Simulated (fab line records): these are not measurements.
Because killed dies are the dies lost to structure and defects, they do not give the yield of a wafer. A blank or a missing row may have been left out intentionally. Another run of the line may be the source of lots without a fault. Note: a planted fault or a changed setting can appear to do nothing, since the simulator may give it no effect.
Which tool is to blame?    flow sky130    11 lots, 33 wafers sampled, at 6 steps of a route of 708

## WHAT THE GAUGES READ, wafer by wafer
SKY_SD_N_RS_MEAS_16: uses a four-point probe to measure.
lot   measured      on             SD_N_RS (ohm/sq)
L411  day 29 23:33  film-metro-03  68.57 68.47 68.47
L413  day 30 09:08  film-metro-02  68.51 68.53 68.52
L415  day 31 05:49  film-metro-01  68.40 68.63 68.60
L414  day 31 07:04  film-metro-01  68.48 68.69 68.50
L416  day 31 17:53  film-metro-03  68.80 68.69 68.54
L417  day 31 21:12  film-metro-02  60.63 60.51 60.56
L418  day 32 02:02  film-metro-02  68.56 68.70 68.73
L419  day 32 07:25  film-metro-01  60.35 60.21 60.45
L420  day 32 17:25  film-metro-01  68.33 68.45 68.49
L426  day 34 08:51  film-metro-02  68.70 68.64 68.75
L429  day 35 12:36  film-metro-02  68.78 68.70 68.68

SKY_SD_N_RS_MEAS_17: uses a four-point probe to measure.
lot   measured      on             SD_P_RS (ohm/sq)
L411  day 29 23:40  film-metro-03  146.9 146.6 146.8
L413  day 30 09:16  film-metro-02  147.1 147.0 146.7
L415  day 31 05:56  film-metro-01  146.9 147.2 146.9
L414  day 31 07:11  film-metro-01  146.9 147.5 147.5
L416  day 31 18:01  film-metro-03  147.2 147.2 146.9
L417  day 31 21:19  film-metro-02  108.1 107.6 107.6
L418  day 32 02:10  film-metro-02  147.1 147.2 147.1
L419  day 32 07:32  film-metro-01  107.9 108.1 108.2
L420  day 32 17:32  film-metro-01  146.8 146.7 146.5
L426  day 34 08:58  film-metro-02  147.5 147.6 147.5
L429  day 35 12:43  film-metro-02  147.3 147.5 147.1

SKY_SD_N_RS_MEAS_18: uses a four-point probe to measure.
lot   measured      on             RES_XHIGH_RS (ohm/sq)
L411  day 29 23:47  film-metro-03  333.6 332.8 332.7
L413  day 30 09:23  film-metro-02  333.6 332.9 332.4
L415  day 31 06:04  film-metro-01  332.4 332.7 333.3
L414  day 31 07:19  film-metro-01  334.3 335.2 334.3
L416  day 31 18:08  film-metro-03  334.1 333.8 333.1
L417  day 31 21:26  film-metro-02  329.2 329.5 329.4
L418  day 32 02:17  film-metro-02  333.6 333.7 333.0
L419  day 32 07:39  film-metro-01  330.3 331.5 331.1
L420  day 32 17:39  film-metro-01  334.4 335.4 333.2
L426  day 34 09:05  film-metro-02  333.3 332.0 332.7
L429  day 35 12:50  film-metro-02  336.4 334.7 336.0

SKY_VIA1_OVL_MEAS_13.
lot   measured      on          VIA1_OVL (nm)
L411  day 35 20:05  overlay-01  -1 -3 4
L413  day 36 06:59  overlay-01  3 4 6
L415  day 37 02:32  overlay-02  -5 -5 -8
L414  day 37 04:29  overlay-01  0 2 3
L416  day 37 14:49  overlay-02  -4 -4 -13
L417  day 37 15:59  overlay-01  -7 -3 -4
L418  day 37 21:15  overlay-02  6 10 4
L419  day 38 01:59  overlay-01  -3 -1 -2
L420  day 38 11:59  overlay-01  -9 -12 -6
L426  day 40 02:11  overlay-01  9 8 6
L429  day 41 03:21  overlay-01  2 8 1

## EACH LOT AND THE TOOL THAT RAN IT (in order: tool; ch and the chambers of the sampled wafers; start)
lot   SKY_SD_N_RTA_14                   SKY_METAL1_SPUTTER_04
L411  rtp-anneal-01 ch 0, day 29 23:23  pvd-sputter-01, day 33 12:51
L413  rtp-anneal-01 ch 0, day 30 08:58  pvd-sputter-03, day 33 23:07
L415  rtp-anneal-02 ch 0, day 31 05:38  pvd-sputter-03, day 34 18:52
L414  rtp-anneal-01 ch 0, day 31 06:54  pvd-sputter-03, day 34 20:12
L416  rtp-anneal-02 ch 0, day 31 17:43  pvd-sputter-03, day 35 07:26
L417  rtp-anneal-01 ch 0, day 31 21:02  pvd-sputter-01, day 35 09:52
L418  rtp-anneal-02 ch 0, day 32 01:52  pvd-sputter-03, day 35 14:35
L419  rtp-anneal-01 ch 0, day 32 07:14  pvd-sputter-01, day 35 19:44
L420  rtp-anneal-02 ch 0, day 32 17:14  pvd-sputter-02, day 36 06:48
L426  rtp-anneal-02 ch 0, day 34 08:41  pvd-sputter-01, day 37 22:41
L429  rtp-anneal-01 ch 0, day 35 12:26  pvd-sputter-01, day 38 23:40
- SKY_SD_N_RTA_14: time 2 s.
- SKY_METAL1_SPUTTER_04: material TiN, target thk 70 nm, time 58.3 s.

## WHAT THE TOOLS THEMSELVES READ (means of the sampled wafers that have a number; where no wafer has one, the mark that the record gives instead)
SKY_SD_N_RTA_14.
lot   tool           lamp-power-pct (%)  ramp-up-c-per-s  wafer_temp_C_max
L411  rtp-anneal-01  15.76               150.00           1078.6
L413  rtp-anneal-01  15.72               150.02           1078.4
L415  rtp-anneal-02  15.70               149.99           1078.3
L414  rtp-anneal-01  15.72               150.01           1077.1
L416  rtp-anneal-02  15.69               149.99           1079.4
L417  rtp-anneal-01  16.80               150.00           1122.6
L418  rtp-anneal-02  15.74               150.00           1077.7
L419  rtp-anneal-01  16.73               149.98           1120.6
L420  rtp-anneal-02  15.74               150.01           1078.6
L426  rtp-anneal-02  15.73               149.97           1078.3
L429  rtp-anneal-01  15.74               149.98           1079.3

SKY_METAL1_SPUTTER_04.
lot   tool            throttle-valve-pct (%)
L411  pvd-sputter-01  29.4
L413  pvd-sputter-03  30.5
L415  pvd-sputter-03  30.5
L414  pvd-sputter-03  30.5
L416  pvd-sputter-03  29.6
L417  pvd-sputter-01  30.5
L418  pvd-sputter-03  30.4
L419  pvd-sputter-01  29.1
L420  pvd-sputter-02  30.5
L426  pvd-sputter-01  30.0
L429  pvd-sputter-01  30.8

## THE ANSWER, worked out from the rows above alone
Rule: usual is defined by the lots themselves. The widest of any qualifying gaps counts: lots, ordered by their means at a reading, are off when they make up no more than a third of the lots, leave a main group of 4 or more, and stand apart from it by 3 or more times the standard deviation of that group's means. A main group whose means are all the same, to the digits that the tables above print for the reading, isn't used. A lot without any number at a reading at which 4 lots or more have one is off too. Any other lot the step has rows for is counted as sound. After the gauges, taken in route order, come the tools' own readings; for these a lot's mean is taken, as printed above. The first step at which some lot is off is used, and at that step the reading that is off furthest; a lot without a number counts as furthest.
Off: L417, L419, at SKY_SD_N_RS_MEAS_16 (SD_N_RS). Mean 68.59 ohm/sq and standard deviation 0.097 in the main group.
If a tool, at a process step before that reading, ran all the lots that are off and no sound lot after the first of them, it fits. Not tried: the gauges at SKY_SD_N_RS_MEAS_16; whatever is off there is also off at SKY_SD_N_RTA_14, on other tools, and gauge error can't account for it. None of those tried fits.

## WHAT THE SIMULATOR PUT IN
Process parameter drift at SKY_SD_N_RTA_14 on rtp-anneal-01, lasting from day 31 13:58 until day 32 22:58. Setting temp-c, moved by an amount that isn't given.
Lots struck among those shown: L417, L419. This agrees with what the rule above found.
